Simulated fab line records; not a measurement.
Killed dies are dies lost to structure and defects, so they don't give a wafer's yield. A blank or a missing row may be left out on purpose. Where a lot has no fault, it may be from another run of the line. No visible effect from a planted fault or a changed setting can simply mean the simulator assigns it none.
Which tool did it?    flow sky130    12 lots with 36 wafers sampled at 5 steps, on a route of 708 steps

## WHAT THE GAUGES SHOWED, per wafer
SKY_POLY_GATE_THK_MEAS_04.
lot   measured      on            POLY_GATE_CVD_03_THK (nm)
L918  day 15 14:41  filmMetro-03  74.1 74.3 74.4
L920  day 16 08:14  filmMetro-01  74.9 74.2 74.5
L922  day 16 17:43  filmMetro-03  74.4 74.1 73.9
L921  day 16 19:04  filmMetro-01  76.3 75.0 75.2
L927  day 18 12:52  filmMetro-02  75.6 75.0 76.2
L929  day 19 09:52  filmMetro-03  75.3 75.1 75.4
L930  day 19 16:14  filmMetro-02  75.6 75.9 76.3
L931  day 20 03:32  filmMetro-01  76.0 75.7 75.9
L932  day 20 06:49  filmMetro-01  74.4 74.8 74.4
L934  day 20 20:52  filmMetro-02  75.5 75.5 75.4
L939  day 22 19:09  filmMetro-03  76.0 75.5 75.6
L940  day 22 21:25  filmMetro-03  76.2 76.3 76.1

SKY_LDD_HVN_OVL_MEAS_07.
lot   measured      on          LDD_HVN_OVL (nm)
L918  day 20 16:31  overlay-02  -3.0 -2.0 -3.6
L920  day 21 12:22  overlay-01  -2.3 -3.5 -3.0
L922  day 21 23:16  overlay-02  -1.7 -1.6 -0.6
L921  day 22 01:29  overlay-01  -0.8 0.2 -0.1
L927  day 23 17:08  overlay-01  -0.5 -0.8 -0.1
L929  day 24 16:31  overlay-02  -0.5 -2.3 -1.0
L930  day 24 20:43  overlay-01  1.1 0.0 2.1
L931  day 25 07:02  overlay-01  54.5 56.0 55.5
L932  day 25 10:32  overlay-02  55.2 55.7 54.9
L934  day 26 00:05  overlay-02  57.2 54.1 54.4
L939  day 27 19:40  overlay-01  1.1 -0.9 -0.2
L940  day 27 21:44  overlay-02  -1.4 -1.9 -1.7

SKY_LDD_LDN_OVL_MEAS_07.
lot   measured      on          LDD_LDN_OVL (nm)
L918  day 23 04:53  overlay-02  1.1 0.4 0.9
L920  day 24 00:47  overlay-02  0.9 0.0 2.0
L922  day 24 11:33  overlay-02  -0.4 1.0 0.8
L921  day 24 14:08  overlay-02  0.3 -0.2 0.5
L927  day 26 04:00  overlay-01  2.1 1.4 2.1
L929  day 27 02:56  overlay-02  -0.4 -0.8 -2.1
L930  day 27 07:41  overlay-02  0.7 0.4 2.0
L931  day 27 17:41  overlay-02  0.9 1.2 1.2
L932  day 27 21:26  overlay-02  -1.0 -1.0 -0.7
L934  day 28 09:14  overlay-02  0.8 -0.1 0.1
L939  day 30 04:40  overlay-01  -1.0 1.5 2.4
L940  day 30 06:11  overlay-01  -0.8 1.1 -0.1

## WHAT TOOL EACH LOT RAN ON (gives the tool, then ch and the chambers of the sampled wafers, and finally the start)
lot   SKY_LDD_HVN_EXPOSE_04               SKY_LDD_HVP_STRIP_09
L918  ilineStepper-01 ch 0, day 20 01:31  plasmaAsher-02 ch 0,1, day 21 23:08
L920  ilineStepper-02 ch 0, day 20 21:24  plasmaAsher-01 ch 0,1, day 22 18:44
L922  ilineStepper-02 ch 0, day 21 08:59  plasmaAsher-02 ch 0,1, day 23 05:59
L921  ilineStepper-02 ch 0, day 21 10:33  plasmaAsher-04 ch 0,1, day 23 08:14
L927  ilineStepper-01 ch 0, day 23 02:33  plasmaAsher-01 ch 0,1, day 24 23:14
L929  ilineStepper-02 ch 0, day 24 01:46  plasmaAsher-02 ch 0,1, day 25 22:07
L930  ilineStepper-02 ch 0, day 24 06:32  plasmaAsher-02 ch 0,1, day 26 02:29
L931  ilineStepper-02 ch 0, day 24 16:26  plasmaAsher-02 ch 0,1, day 26 12:45
L932  ilineStepper-02 ch 0, day 24 19:52  plasmaAsher-02 ch 0,1, day 26 15:47
L934  ilineStepper-02 ch 0, day 25 09:52  plasmaAsher-04 ch 0,1, day 27 05:06
L939  ilineStepper-01 ch 0, day 27 05:13  plasmaAsher-01 ch 0,1, day 29 00:25
L940  ilineStepper-01 ch 0, day 27 07:07  plasmaAsher-02 ch 0,1, day 29 02:23
- SKY_LDD_HVN_EXPOSE_04: exposes mask HVNTM, target cd 700 nm.
- SKY_LDD_HVP_STRIP_09: strips in O2/N2.

## AS READ BY THE TOOLS THEMSELVES (means over the sampled wafers that have a number; for cases with no such wafer, the mark the record gives instead)
SKY_LDD_HVN_EXPOSE_04.
lot   tool             stageVelMmS (mm/s)
L918  ilineStepper-01  500.11
L920  ilineStepper-02  499.85
L922  ilineStepper-02  500.18
L921  ilineStepper-02  499.84
L927  ilineStepper-01  500.14
L929  ilineStepper-02  500.10
L930  ilineStepper-02  499.75
L931  ilineStepper-02  499.93
L932  ilineStepper-02  500.10
L934  ilineStepper-02  500.05
L939  ilineStepper-01  499.96
L940  ilineStepper-01  500.27

SKY_LDD_HVP_STRIP_09.
lot   tool            drypumpMotorCurrentA (A)  oesProductAu (a.u.)  stripTimeToEndpointS (s)
L918  plasmaAsher-02  6.3                       0.411                4.139
L920  plasmaAsher-01  5.1                       0.405                4.137
L922  plasmaAsher-02  6.0                       0.409                4.140
L921  plasmaAsher-04  6.2                       0.410                4.118
L927  plasmaAsher-01  5.1                       0.406                4.127
L929  plasmaAsher-02  6.3                       0.408                4.152
L930  plasmaAsher-02  6.3                       0.411                4.127
L931  plasmaAsher-02  6.2                       0.408                4.131
L932  plasmaAsher-02  6.2                       0.410                4.148
L934  plasmaAsher-04  6.2                       0.408                4.134
L939  plasmaAsher-01  5.1                       0.410                4.146
L940  plasmaAsher-02  6.2                       0.411                4.145

## THE ANSWER, worked out from the rows above alone
Rule: the lots themselves supply what counts as usual. Put in order of their means at a reading, lots are off if they are a third of the lots or fewer, leave a main group of 4 or more, and stand apart from it by a gap of 3 or more times the standard deviation of the main group's means; of several such gaps the widest counts. A main group whose means are all the same, to the digits that the tables above print for the reading, isn't used. Also off: a lot with no number at a reading for which 4 or more lots have one. Where the step has rows for the other lots, those lots are counted as sound. First the gauges in route order, then the tools' own readings, where a lot's mean is used as printed above. At the first step where some lot is off, the reading lying furthest off is the one used; lots without a number count as furthest.
Off: L931, L932, L934, at SKY_LDD_HVN_OVL_MEAS_07 (LDD_HVN_OVL). Main group: mean -1.1 nm, sd 1.2.
If a tool, at a process step before that reading, ran all the lots that are off and no sound lot after the first of them, it fits. Those tools and the gauges at SKY_LDD_HVN_OVL_MEAS_07 are tried in the same way. One fits: SKY_LDD_HVN_EXPOSE_04 on ilineStepper-02. Its last sound lot is L930 (day 24 06:32), its first lot that is off L931 (day 24 16:26): a fault that began between those two fits.

## WHAT WAS PUT IN BY THE SIMULATOR
Scanner matching overlay: ilineStepper-02, from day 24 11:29 on, at SKY_LDD_HVN_EXPOSE_04. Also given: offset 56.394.
Lots struck among those shown: L931, L932, L934. The rule above found the same.
